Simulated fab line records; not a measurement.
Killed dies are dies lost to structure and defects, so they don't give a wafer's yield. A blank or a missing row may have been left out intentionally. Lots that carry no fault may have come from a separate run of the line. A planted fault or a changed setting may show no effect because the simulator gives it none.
Comparing a struck lot with a sound one :: flow sky130 :: 14 steps out of a route of 708
Sound: wafers L304.1, L304.2, L304.3. The struck wafers were L311.2, L311.5, L311.6. The cause is named last.
Each step with rows lists, per side, the tool, then ch with its chambers, then its first start. Under that, the readings that differ: sound wafers :: struck wafers :: difference of the means :: sigmas: that difference in standard deviations of wafers without a fault.
alike: readings with means less than 2 such deviations apart, plus words and numbers identical on both sides. not compared: withheld readings, readings lacking a value on some wafer, bounds such as >300 that could conceal the same value, and numbers that have no deviation in the record and whose values overlap.
Wherever a step has rows on one side only, a row that says differs or no value, or a row with sigmas, the two part there. Numbers that don't overlap but have no deviation are shown without sigmas and don't part them. A reading missing from all wafers of one side parts the sides only when that side holds two or more wafers.

first, 2 steps without rows for these wafers: SKY_VT_ADJUST_PCH_PEB_05; SKY_VT_ADJUST_PCH_DEVELOP_06 (develop time 60 s).
SKY_VT_ADJUST_PCH_OVL_MEAS_07:
  sound: overlay-01 at day 13 18:45; struck: overlay-02 at day 16 00:01
  alike: VT_ADJUST_PCH_OVL
following that, these wafers have no rows for 1 step: SKY_VT_ADJUST_PCH_IMPLANT_08.
SKY_VT_ADJUST_PCH_STRIP_09: strips in O2/N2.
  sound on plasma-asher-03 ch 0,1, day 13 18:56; struck on plasma-asher-02 ch 0,1, day 16 00:11
  alike: drypump-motor-current-A, oes-product-au, strip-time-to-endpoint-s
  not compared: rf-hours-counter-h
SKY_VT_ADJUST_PCH_TW_MEAS_10:
  sound: film-metro-01 at day 13 19:02; struck: film-metro-04 at day 16 00:18
  alike: VT_ADJUST_PCH_TW
then, 6 steps without rows for these wafers: SKY_SONOS_TUNNEL_DEHYDRATE_00 (time 60 s); SKY_SONOS_TUNNEL_HMDS_01 (prime time 60 s); SKY_SONOS_TUNNEL_COAT_02 (resist thk 1140 nm); SKY_SONOS_TUNNEL_SOFTBAKE_03 (time 60 s); SKY_SONOS_TUNNEL_EXPOSE_04 (exposes mask TUNM, target cd 410 nm); SKY_SONOS_TUNNEL_PEB_05.
SKY_SONOS_TUNNEL_DEVELOP_06: develop time 60 s.
  struck on litho-track-03, day 17 04:11; sound on litho-track-03 ch 0, day 14 21:07
  no value came back on the struck wafers for chill-plate-temp-C (C), develop-time-s (s); on the sound wafers chill-plate-temp-C (C) reads 22.93 22.89 22.96
SKY_SONOS_TUNNEL_CD_MEAS_07 targets a cd of 410 nm.
  sound: cd-sem-02 at day 14 21:16; struck: cd-sem-01 at day 17 04:20
reading: cd-nm (nm)
sound: 411.4 412.6 411.1
struck: - - -
difference: no value on the struck wafers
sigmas: 

WHERE THEY PART
Last at SKY_SONOS_TUNNEL_CD_MEAS_07 as far as this record goes, first at SKY_SONOS_TUNNEL_DEVELOP_06.

WHY: what had been put in by the simulator
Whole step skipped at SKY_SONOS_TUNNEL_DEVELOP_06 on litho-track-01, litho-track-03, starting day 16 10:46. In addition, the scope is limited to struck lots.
